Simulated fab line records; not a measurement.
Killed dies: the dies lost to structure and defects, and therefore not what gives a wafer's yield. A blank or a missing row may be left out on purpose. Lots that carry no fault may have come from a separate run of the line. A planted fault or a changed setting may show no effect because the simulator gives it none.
Matching of chambers + flow sky130 + SKY_VIA3_ETCH_14 on rieDiel-02 has 4 sister chambers
The step etches BARC in N2/H2, stops on SiO2, time 45.9 s, target depth 60 nm. 4 wafers are shown with their chamber, then 8 later ones without.

== WAFERS WITH THEIR CHAMBER ==
| wafer  | chamber | oesProductAu (a.u.) |
|--------|---------|---------------------|
| L085.4 | 3       | 0.857               |
| L086.4 | 0       | 0.856               |
| L086.5 | 1       | 0.852               |
| L090.2 | 2       | 0.859               |

== WAFERS WITHOUT THEIR CHAMBER ==
| wafer  | oesProductAu (a.u.) |
|--------|---------------------|
| L090.3 | 0.855               |
| L090.6 | 0.865               |
| L092.3 | 0.849               |
| L092.4 | 0.851               |
| L092.5 | 0.853               |
| L097.2 | 0.852               |
| L097.4 | 0.855               |
| L097.6 | 0.856               |

== WHICH CHAMBER EACH WENT THROUGH ==
| wafer  | from the rows above               | in truth |
|--------|-----------------------------------|----------|
| L090.3 | can't be placed: 0 or 3 or 1 or 2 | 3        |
| L090.6 | can't be placed: 2 or 3 or 0      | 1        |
| L092.3 | can't be placed: 1 or 0           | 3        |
| L092.4 | can't be placed: 1 or 0           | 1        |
| L092.5 | can't be placed: 1 or 0 or 3      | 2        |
| L097.2 | can't be placed: 1 or 0           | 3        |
| L097.4 | can't be placed: 0 or 3 or 1 or 2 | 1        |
| L097.6 | can't be placed: 0 or 3 or 2 or 1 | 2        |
Correct placement for 0 of the 8. These rows do not allow placing 8 (true chamber among the candidates in 4). Number placed wrongly: 0.
How it was worked out, from the rows above alone: a wafer's distance from a chamber is the root of the sum, over the readings, of the square of ((its reading less the chamber's mean) divided by the reading's scatter). If the next closest chamber is less than 2 further off than the closest, the wafer can't be placed; otherwise it belongs to the closest. A chamber's mean is the mean of its shown wafers. The scatter: with one shown wafer a chamber, the root of the mean of the squares of how far each hidden wafer lies from its nearest shown one.
